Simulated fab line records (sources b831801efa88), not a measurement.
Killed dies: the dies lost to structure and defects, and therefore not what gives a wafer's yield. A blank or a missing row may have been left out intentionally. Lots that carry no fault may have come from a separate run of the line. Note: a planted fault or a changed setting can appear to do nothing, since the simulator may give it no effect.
Tool commonality check	flow sky130	45 wafers sampled across 13 lots

## WHY IT WAS OPENED
At SKY_VT_ADJUST_HVTP_TW_MEAS_11 the reading VT_ADJUST_HVTP_TW is flagged on 2 of 13 lots. No-fault wafers: 1366, standard deviation 18.
Rule: flag the lot when none of its wafers has a number, or when each of its wafers that has one lies beyond 4 standard deviations from that mean. The rest of the lots are taken to be sound.

lot	measured	on	VT_ADJUST_HVTP_TW, wafer by wafer	flag
L901	day 6 15:26	filmMetro-01	1354 1348 1348	
L903	day 7 03:05	filmMetro-04	1365 1352 1352	
L904	day 7 08:39	filmMetro-01	1347 1351 1341	
L906	day 8 01:33	filmMetro-02	1385 1387 1381	
L907	day 8 05:53	filmMetro-04	1349 1354 1351	
L908	day 8 14:13	filmMetro-02	1382 1386 1380	
L910	day 8 22:49	filmMetro-01	1351 1350 1352	
L912	day 9 13:16	filmMetro-04	1194 1193 1195 1196 1198 1195	FLAGGED
L913	day 9 18:10	filmMetro-04	1357 1354 1348	
L918	day 11 00:50	filmMetro-04	1206 1198 1196 1202 1201 1203	FLAGGED
L920	day 11 13:52	filmMetro-02	1396 1387 1387	
L921	day 11 22:22	filmMetro-02	1392 1394 1396	
L922	day 12 05:19	filmMetro-01	1349 1354 1353	
Average over the flagged lots: 1198; offset from the usual -168, equal to -9 standard deviations.

## EACH LOT AND THE TOOL IT RAN ON
The record keeps 1 process step preceding the reading, out of 708 steps on the route. Each cell gives the tool, then ch followed by the chambers the sampled wafers passed through, then the start.
lot	flag	SKY_VT_ADJUST_HVTP_IMPLANT_09
L901		implanter-03 ch 0, day 6 15:11
L903		implanter-04 ch 0, day 7 02:50
L904		implanter-04 ch 0, day 7 08:24
L906		implanter-04 ch 0, day 8 01:18
L907		implanter-04 ch 0, day 8 05:40
L908		implanter-04 ch 0, day 8 13:58
L910		implanter-03 ch 0, day 8 22:36
L912	FLAGGED	implanter-04 ch 0, day 9 13:01
L913		implanter-01 ch 0, day 9 17:56
L918	FLAGGED	implanter-04 ch 0, day 11 00:35
L920		implanter-03 ch 0, day 11 13:37
L921		implanter-01 ch 0, day 11 22:08
L922		implanter-01 ch 0, day 12 05:04
What these steps do:
- SKY_VT_ADJUST_HVTP_IMPLANT_09
- SKY_VT_ADJUST_HVTP_TW_MEAS_11

## FLAGGED AGAINST TOTAL, ONE TOOL AT A TIME (gauges that did the reading follow at the end)
step	tool	lots run	flagged	share of the flagged lots	sound lots run after its first flagged lot
SKY_VT_ADJUST_HVTP_IMPLANT_09	implanter-01	3	0	none	-
SKY_VT_ADJUST_HVTP_IMPLANT_09	implanter-03	3	0	none	-
SKY_VT_ADJUST_HVTP_IMPLANT_09	implanter-04	7	2	all	0
SKY_VT_ADJUST_HVTP_TW_MEAS_11	filmMetro-01	4	0	none	-
SKY_VT_ADJUST_HVTP_TW_MEAS_11	filmMetro-02	4	0	none	-
SKY_VT_ADJUST_HVTP_TW_MEAS_11	filmMetro-04	5	2	all	1 (L913)

## WHAT THE TABLE PERMITS
Rows of the table that ran all the flagged lots, 2 in number: implanter-04 at SKY_VT_ADJUST_HVTP_IMPLANT_09; filmMetro-04 at SKY_VT_ADJUST_HVTP_TW_MEAS_11.
- implanter-04 at SKY_VT_ADJUST_HVTP_IMPLANT_09: 2 of its 7 lots flagged. Its last sound lot is L908 (day 8 13:58), its first flagged lot L912 (day 9 13:01): a fault that began between those two fits. Its own readings lie more than 4 standard deviations out on every wafer of the flagged lots: doseIonsCm2, faradayCurrentUA.
- filmMetro-04 at SKY_VT_ADJUST_HVTP_TW_MEAS_11: 2 of its 5 lots flagged. Lots that were sound ran on it after the first flagged one (L913); a persistent fault on the entire tool would not allow that.
What remains is a single tool, implanter-04 at SKY_VT_ADJUST_HVTP_IMPLANT_09.

## WHAT WAS PUT IN BY THE SIMULATOR
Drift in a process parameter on implanter-04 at SKY_VT_ADJUST_HVTP_IMPLANT_09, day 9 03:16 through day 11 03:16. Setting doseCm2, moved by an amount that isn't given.
Lots struck among those shown: L912, L918. This agrees with what the rule above found.
